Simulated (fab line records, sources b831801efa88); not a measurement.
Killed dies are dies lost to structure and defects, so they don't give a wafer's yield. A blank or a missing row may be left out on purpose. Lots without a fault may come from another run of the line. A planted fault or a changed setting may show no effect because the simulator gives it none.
Which tool did it? | flow sfq_line | 13 lots, 38 wafers sampled, at 4 steps of a route of 325

WHAT THE GAUGES READ, wafer by wafer
SFQ_JJ_OVL_MEAS_931. Usual: J5_OVL 1 nm, standard deviation 6.1.
lot  | measured     | on         | J5_OVL (nm) | flag
L302 | day 59 19:53 | overlay-01 | 2 5 3       |
L303 | day 60 06:41 | overlay-01 | 13 -1 1     |
L309 | day 68 13:47 | overlay-01 | -2 -1       |
L311 | day 68 22:10 | overlay-02 | -8 3 -6     |
L314 | day 69 14:37 | overlay-01 | 1 -8 3      |
L316 | day 70 04:44 | overlay-01 | -1 -3 7     |
L319 | day 71 05:56 | overlay-01 | 6 -2 7      |
L320 | day 71 08:20 | overlay-02 | -5 0 -6     |
L321 | day 71 09:44 | overlay-01 | -3 -9 -10   |
L322 | day 71 13:08 | overlay-01 | 4 0 -4      |
L323 | day 71 16:44 | overlay-02 | 9 8 7       |
L324 | day 71 21:32 | overlay-02 | -2 1 0      |
L325 | day 71 22:44 | overlay-02 | -8 -9 0     |

WHICH TOOL RAN EACH LOT (tool, then ch and the chambers of the sampled wafers, then the start)
lot  | SFQ_TRILAYER_I4_CMP_CMP_100   | SFQ_TRILAYER_I4_METRO_MEASURE_101 | SFQ_TRILAYER_I4_VIA_ETCH_VIA_ETCH_106
L302 | cmp-01 ch 1,2, day 54 04:24   | film_metro-01, day 54 07:01       | rie_diel-04 ch 0,2,3, day 59 15:22
L303 | cmp-01 ch 0,2,3, day 54 16:24 | film_metro-02, day 54 19:01       | rie_diel-03 ch 0,1,2, day 60 02:10
L309 | cmp-02 ch 2,3, day 59 11:11   | film_metro-02, day 59 13:25       | rie_diel-04 ch 0,1, day 64 00:08
L311 | cmp-02 ch 0,3, day 59 18:41   | film_metro-01, day 59 22:01       | rie_diel-03 ch 1,2,3, day 64 09:44
L314 | cmp-01 ch 0,3, day 60 10:22   | film_metro-01, day 60 13:29       | rie_diel-01 ch 0,1,3, day 64 22:56
L316 | cmp-01 ch 0,1, day 61 01:52   | film_metro-04, day 61 04:53       | rie_diel-04 ch 2,3, day 65 13:28
L319 | cmp-02 ch 0,2, day 62 07:26   | film_metro-01, day 62 10:34       | rie_diel-03 ch 0,2,3, day 66 11:11
L320 | cmp-02 ch 0,1, day 62 10:26   | film_metro-01, day 62 13:46       | rie_diel-01 ch 1,2, day 66 14:47
L321 | cmp-01 ch 0,2,3, day 62 11:45 | film_metro-02, day 62 14:22       | rie_diel-03 ch 0,1,2, day 66 15:59
L322 | cmp-02 ch 2,3, day 62 16:56   | film_metro-04, day 62 19:58       | rie_diel-01 ch 1,2,3, day 66 21:59
L323 | cmp-02 ch 0,1,3, day 62 19:56 | film_metro-01, day 62 22:46       | rie_diel-03 ch 0,1,3, day 67 01:35
L324 | cmp-02 ch 0,1,3, day 62 22:56 | film_metro-01, day 63 01:34       | rie_diel-03 ch 0,2,3, day 67 06:23
L325 | cmp-01 ch 1,2, day 62 23:15   | film_metro-04, day 63 02:34       | rie_diel-04 ch 0,2,3, day 67 07:35
- SFQ_TRILAYER_I4_CMP_CMP_100: polishes SiO2.
- SFQ_TRILAYER_I4_METRO_MEASURE_101
- SFQ_TRILAYER_I4_VIA_ETCH_VIA_ETCH_106: etches SiO2 in CHF3, stops on Nb, target depth 260 nm.

WHAT THE TOOLS THEMSELVES READ (means of the sampled wafers that have a number; where no wafer has one, the mark that the record gives instead)
SFQ_TRILAYER_I4_CMP_CMP_100. Usual: head_pressure_psi 3.000 psi, standard deviation 0.0067; motor_current_A 10.2 A, standard deviation 0.98; platen_rpm 60.00 rpm, standard deviation 0.039; time_to_endpoint_s 218 s, standard deviation 8.9.
lot  | tool   | head_pressure_psi (psi) | motor_current_A (A) | platen_rpm (rpm) | time_to_endpoint_s (s) | flag
L302 | cmp-01 | 2.997                   | 10.0                | 60.07            | 216                    |
L303 | cmp-01 | 2.997                   | 10.3                | 60.00            | 215                    |
L309 | cmp-02 | 2.994                   | 10.8                | 59.98            | 226                    |
L311 | cmp-02 | 2.993                   | 9.0                 | 60.01            | 231                    |
L314 | cmp-01 | 2.998                   | 10.6                | 60.04            | 213                    |
L316 | cmp-01 | 2.995                   | 10.5                | 60.05            | 222                    |
L319 | cmp-02 | 3.002                   | 9.3                 | 60.02            | 220                    |
L320 | cmp-02 | 3.001                   | 9.4                 | 60.05            | 226                    |
L321 | cmp-01 | 3.001                   | 10.2                | 59.99            | 211                    |
L322 | cmp-02 | 3.005                   | 10.6                | 60.00            | 226                    |
L323 | cmp-02 | 2.998                   | 10.2                | 59.99            | 221                    |
L324 | cmp-02 | 3.006                   | 10.2                | 59.98            | 222                    |
L325 | cmp-01 | 3.003                   | 10.0                | 60.00            | 216                    |

SFQ_TRILAYER_I4_METRO_MEASURE_101. Usual: thk_nm 200.2 nm, standard deviation 1.1.
lot  | tool          | thk_nm (nm) | flag
L302 | film_metro-01 | 200.7       |
L303 | film_metro-02 | 199.8       |
L309 | film_metro-02 | 188.9       | OFF
L311 | film_metro-01 | 194.9       | OFF
L314 | film_metro-01 | 199.1       |
L316 | film_metro-04 | 200.0       |
L319 | film_metro-01 | 199.1       |
L320 | film_metro-01 | 199.9       |
L321 | film_metro-02 | 199.6       |
L322 | film_metro-04 | 200.5       |
L323 | film_metro-01 | 199.7       |
L324 | film_metro-01 | 202.1       |
L325 | film_metro-04 | 200.2       |

SFQ_TRILAYER_I4_VIA_ETCH_VIA_ETCH_106. Usual: drypump_motor_current_A 5.5 A, standard deviation 0.35; oes_product_au 0.855 a.u., standard deviation 0.0051.
lot  | tool        | drypump_motor_current_A (A) | oes_product_au (a.u.) | flag
L302 | rie_diel-04 | 5.1                         | 0.855                 |
L303 | rie_diel-03 | 5.6                         | 0.849                 |
L309 | rie_diel-04 | 5.5                         | 0.830                 | OFF
L311 | rie_diel-03 | 5.5                         | 0.843                 |
L314 | rie_diel-01 | 5.5                         | 0.853                 |
L316 | rie_diel-04 | 5.3                         | 0.850                 |
L319 | rie_diel-03 | 5.5                         | 0.856                 |
L320 | rie_diel-01 | 6.0                         | 0.857                 |
L321 | rie_diel-03 | 5.6                         | 0.850                 |
L322 | rie_diel-01 | 5.7                         | 0.861                 |
L323 | rie_diel-03 | 5.5                         | 0.852                 |
L324 | rie_diel-03 | 5.5                         | 0.858                 |
L325 | rie_diel-04 | 5.1                         | 0.858                 |

THE ANSWER, worked out from the rows above alone
Rule: a lot is off if the mean of its wafers that have a number lies more than 3 standard deviations from the usual mean. A lot without any number at a reading at which 4 lots or more have one is off too. The other lots that the step has rows for count as sound. The gauges are gone through in route order, then the tools' own readings, and for those a lot's mean is taken as printed above. The first step at which some lot is off is used, and at that step the reading that is off furthest; a lot without a number counts as furthest.
Off: L309, L311, at SFQ_TRILAYER_I4_METRO_MEASURE_101 (thk_nm).
A tool fits if, at that step or a process step before it, it ran every lot that is off, and no sound lot after the first of them. None of those tried fits.

WHAT THE SIMULATOR HAD PUT IN
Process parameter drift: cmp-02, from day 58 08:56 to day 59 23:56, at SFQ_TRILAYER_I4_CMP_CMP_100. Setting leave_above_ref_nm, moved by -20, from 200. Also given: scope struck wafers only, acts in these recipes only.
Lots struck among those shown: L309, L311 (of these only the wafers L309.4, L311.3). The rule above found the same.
